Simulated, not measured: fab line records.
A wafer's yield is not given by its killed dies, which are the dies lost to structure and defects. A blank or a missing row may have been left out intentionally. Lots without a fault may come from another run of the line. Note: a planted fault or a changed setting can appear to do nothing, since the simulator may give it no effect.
Matching of chambers / flow gf180mcu / GF_V3_CVD_02 on pecvd-03: 3 sister chambers
The step deposits SiO2 from TEOS, target thk 850 nm, time 94.851 s. 3 wafers are shown with their chamber, then 7 later ones without.

## EACH WAFER AND ITS CHAMBER
wafer=L873.1; chamber=0; heaterPowerOuterW (W)=305
wafer=L873.6; chamber=1; heaterPowerOuterW (W)=517
wafer=L878.5; chamber=2; heaterPowerOuterW (W)=354

## WAFERS WITHOUT THEIR CHAMBER
wafer=L878.6; heaterPowerOuterW (W)=227
wafer=L884.2; heaterPowerOuterW (W)=533
wafer=L884.4; heaterPowerOuterW (W)=326
wafer=L884.6; heaterPowerOuterW (W)=346
wafer=L886.1; heaterPowerOuterW (W)=294
wafer=L886.3; heaterPowerOuterW (W)=567
wafer=L886.6; heaterPowerOuterW (W)=344

## CHAMBER TAKEN BY EACH
wafer=L878.6; from the rows above=can't be placed: 0 or 2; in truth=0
wafer=L884.2; from the rows above=1; in truth=1
wafer=L884.4; from the rows above=can't be placed: 0 or 2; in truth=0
wafer=L884.6; from the rows above=can't be placed: 2 or 0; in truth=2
wafer=L886.1; from the rows above=can't be placed: 0 or 2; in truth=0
wafer=L886.3; from the rows above=1; in truth=1
wafer=L886.6; from the rows above=can't be placed: 2 or 0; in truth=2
Placed correctly: 2 of 7. These rows do not allow placing 5 (true chamber among the candidates in 5). 0 placed wrongly.
How it was worked out, from the rows above alone: a wafer's distance from a chamber is the root of the sum, over the readings, of the square of ((its reading less the chamber's mean) divided by the reading's scatter). If the next closest chamber is less than 2 further off than the closest, the wafer can't be placed; otherwise it belongs to the closest. Each chamber's mean is taken over the wafers shown for it. The scatter (one wafer shown for each chamber): square how far every hidden wafer sits from the nearest shown wafer, average those squares and take the square root.
